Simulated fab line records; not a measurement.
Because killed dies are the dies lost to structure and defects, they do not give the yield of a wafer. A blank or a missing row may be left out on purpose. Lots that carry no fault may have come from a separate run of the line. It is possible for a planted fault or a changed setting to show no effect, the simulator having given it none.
Problem report, 8D (eight disciplines) form, completed by code + flow gf180mcu + the parts of the form that need people (team, actions taken, sign-off) are left out

1. PROBLEM STATEMENT
Mean of oes product au at GF_V5_ETCH_17: 0.758 a.u. across 6 wafers in 2 lots; on wafers with no fault it is 0.860 a.u. (standard deviation 0.0047). That is -22 standard deviations from the usual mean.
The step: etches SiO2 in C4F8/O2/Ar, stops on TiN, target depth 855 nm.
The step gives no start for some of these wafers. At this step, 36 wafers from 12 lots have a number in the record. The rule behind "out" and "out of limits": a value lying over 4 standard deviations away from the usual mean. The other wafers with a number count as sound.

2. WHAT IT IS, WHAT IT ISN'T
| question                    | is                       | is not                                                     |
|-----------------------------|--------------------------|------------------------------------------------------------|
| which readings at this step | oes product au           | -                                                          |
| which lots                  | L680, L681               | L667, L668, L669, L671, L674, L675, L676, L682, L684, L686 |
| which wafers of those lots  | all that have a number   | -                                                          |
| read on which tools         | rie diel-02, rie diel-04 | rie diel-03                                                |

3. THE SUSPECTS, EACH WITH WHAT RULES IT OUT
Counting: a tool stays on the suspect list if, at a process step up to the reading, it processed all lots that are out and no sound lot following the first of them.
- cmp-02 at GF_V5_CMP_04 (polishes SiO2): kept. It processed each lot that is out, first L680 at day 31 15:08, and no sound lot thereafter; up to then, the last sound lot it processed was L675 at day 30 00:48.
After counting, what remains is cmp-02 at GF_V5_CMP_04.

4. THE CAUSE (what the simulator had put in)
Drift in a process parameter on cmp-02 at GF_V5_CMP_04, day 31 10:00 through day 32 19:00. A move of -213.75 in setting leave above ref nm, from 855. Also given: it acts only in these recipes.
After counting, this tool was the only one left.

5. THE CHAIN OF EFFECTS, in route order
Each row: a reading whose mean over the struck wafers that have a number lies more than 3 standard deviations from the usual. Scope: only readings with a usual standard deviation given in the record; hours: median across lots of the time from each lot's start at the first step in this table that gives one to its start at this step; sigmas: change in usual standard deviations.
| hours | step          | reading        | usual      | on struck wafers | change | sigmas |
|-------|---------------|----------------|------------|------------------|--------|--------|
| -     | GF_V5_ETCH_17 | oes product au | 0.860 a.u. | 0.758            | -0.102 | -22    |
It contains these process steps:
- GF_V5_ETCH_17: etches SiO2 in C4F8/O2/Ar, stops on TiN, target depth 855 nm.

6. HOW IT WOULD HAVE BEEN CAUGHT EARLIER
An alarm limit of 4 standard deviations would not have fired on the tool readings at GF_V5_CMP_04 for which the record gives a usual standard deviation, since none of them was out on any struck wafer.
